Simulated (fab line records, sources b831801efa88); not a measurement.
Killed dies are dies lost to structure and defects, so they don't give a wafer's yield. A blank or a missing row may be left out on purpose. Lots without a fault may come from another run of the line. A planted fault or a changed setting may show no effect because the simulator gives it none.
One fault seen from 2 desks | flow sfq_line | each desk has only its own numbers; what lay behind them comes last

THE METROLOGY DESK
What the gauges read, lot by lot, whatever tool the lot ran on: means of the sampled wafers that have a number. A lot is out of limits, marked OUT, if its mean lies more than 4 standard deviations from the usual mean; the brackets give that distance.
Columns: A = I0_OVL at SFQ_I0_OVL_MEAS_908, usual 1 nm
lot  | first seen here | A
L158 | day 13 11:25    | 3
L159 | day 13 13:57    | 5
L160 | day 14 02:17    | 3
L162 | day 14 14:18    | -4
L163 | day 14 22:42    | -1
L164 | day 15 03:29    | -3
L169 | day 16 10:43    | 0
L173 | day 17 11:17    | 4
L176 | day 18 08:25    | 2
L177 | day 19 02:51    | 7
L179 | day 20 00:15    | -10
L180 | day 20 02:40    | 0
L181 | day 20 05:52    | 0
This desk's finding: nothing out of limits on any of the 13 lots.

THE TOOL OWNER'S DESK: pecvd-03
The tool's own readings at SFQ_TRILAYER_L0_CAP_PECVD_011 (deposits SiO2 from SiH4/N2O, time 13.333 s, target thk 60 nm): means of the sampled wafers that have a number, for each lot that ran on this tool. A lot is out of limits, marked OUT, if its mean lies more than 4 standard deviations from the usual mean; the brackets give that distance.
Columns: A = heater_power_w at SFQ_TRILAYER_L0_CAP_PECVD_011, usual 89 W; B = throttle_valve_pct at SFQ_TRILAYER_L0_CAP_PECVD_011, usual 24.7 %
lot  | first seen here | A   | B
L160 | day 5 03:22     | 89  | 25.9
L162 | day 5 10:34     | 85  | 25.8
L164 | day 5 18:58     | 101 | 26.1
L169 | day 7 01:12     | 88  | 25.8
L179 | day 10 00:44    | 96  | 23.1
This desk's finding: nothing out of limits on any of the 5 lots.

PUT TOGETHER
The metrology desk saw nothing out of limits.
The tool owner's desk saw nothing out of limits.

WHAT THE SIMULATOR HAD PUT IN
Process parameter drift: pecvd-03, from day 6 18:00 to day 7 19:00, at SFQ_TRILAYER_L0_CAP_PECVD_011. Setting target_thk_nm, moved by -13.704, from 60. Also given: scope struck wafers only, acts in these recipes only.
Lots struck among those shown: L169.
